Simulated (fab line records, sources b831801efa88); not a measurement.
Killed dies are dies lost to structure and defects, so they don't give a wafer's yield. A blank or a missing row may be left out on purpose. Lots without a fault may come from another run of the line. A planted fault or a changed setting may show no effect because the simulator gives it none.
Chamber matching | flow sky130 | SKY_LI_CONTACT_ETCH_15 on rie_diel-01: 4 sister chambers
The step etches PSG in C4F8/O2/Ar, stops on Si, target depth 600 nm. 16 wafers are shown with their chamber, then 8 later ones without.

WAFERS WITH THEIR CHAMBER
wafer  | chamber | oes_product_au (a.u.)
L211.1 | 0       | 0.836
L211.5 | 1       | 0.838
L211.6 | 0       | 0.835
L213.1 | 1       | 0.840
L213.3 | 3       | 0.835
L213.4 | 2       | 0.837
L215.1 | 2       | 0.833
L215.2 | 1       | 0.838
L215.4 | 3       | 0.825
L220.2 | 3       | 0.839
L220.5 | 3       | 0.832
L220.6 | 1       | 0.838
L219.2 | 1       | 0.836
L219.4 | 1       | 0.842
L219.5 | 0       | 0.842
L221.2 | 1       | 0.827

SIGNATURES (means of the wafers above)
reading        | chamber 0 | chamber 1 | chamber 2 | chamber 3 | scatter within a chamber
oes_product_au | 0.83767   | 0.83700   | 0.83500   | 0.83275   | 0.00483
Rule: a wafer's distance from a chamber is the root of the sum, over the readings, of the square of ((its reading less the chamber's mean) divided by the reading's scatter). The wafer belongs to the nearest chamber; if the next one is less than 2 further off, it can't be placed. The scatter: the root of (the sum of the squares of (reading less its chamber's mean) over the shown wafers, divided by (wafers less chambers)).

WAFERS WITHOUT THEIR CHAMBER
wafer  | oes_product_au (a.u.)
L221.3 | 0.839
L221.5 | 0.831
L223.1 | 0.836
L223.2 | 0.835
L223.3 | 0.833
L225.1 | 0.832
L225.2 | 0.833
L225.4 | 0.835

WHICH CHAMBER EACH WENT THROUGH
wafer  | from the rows above               | in truth
L221.3 | can't be placed: 0 or 1 or 2 or 3 | 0
L221.5 | can't be placed: 3 or 2 or 1 or 0 | 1
L223.1 | can't be placed: 1 or 2 or 0 or 3 | 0
L223.2 | can't be placed: 2 or 1 or 3 or 0 | 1
L223.3 | can't be placed: 3 or 2 or 1 or 0 | 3
L225.1 | can't be placed: 3 or 2 or 1 or 0 | 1
L225.2 | can't be placed: 3 or 2 or 1 or 0 | 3
L225.4 | can't be placed: 2 or 1 or 3 or 0 | 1
Placed correctly: 0 of 8. Can't be placed from these rows: 8 (the true chamber is among the candidates in 8). Placed wrongly: 0.
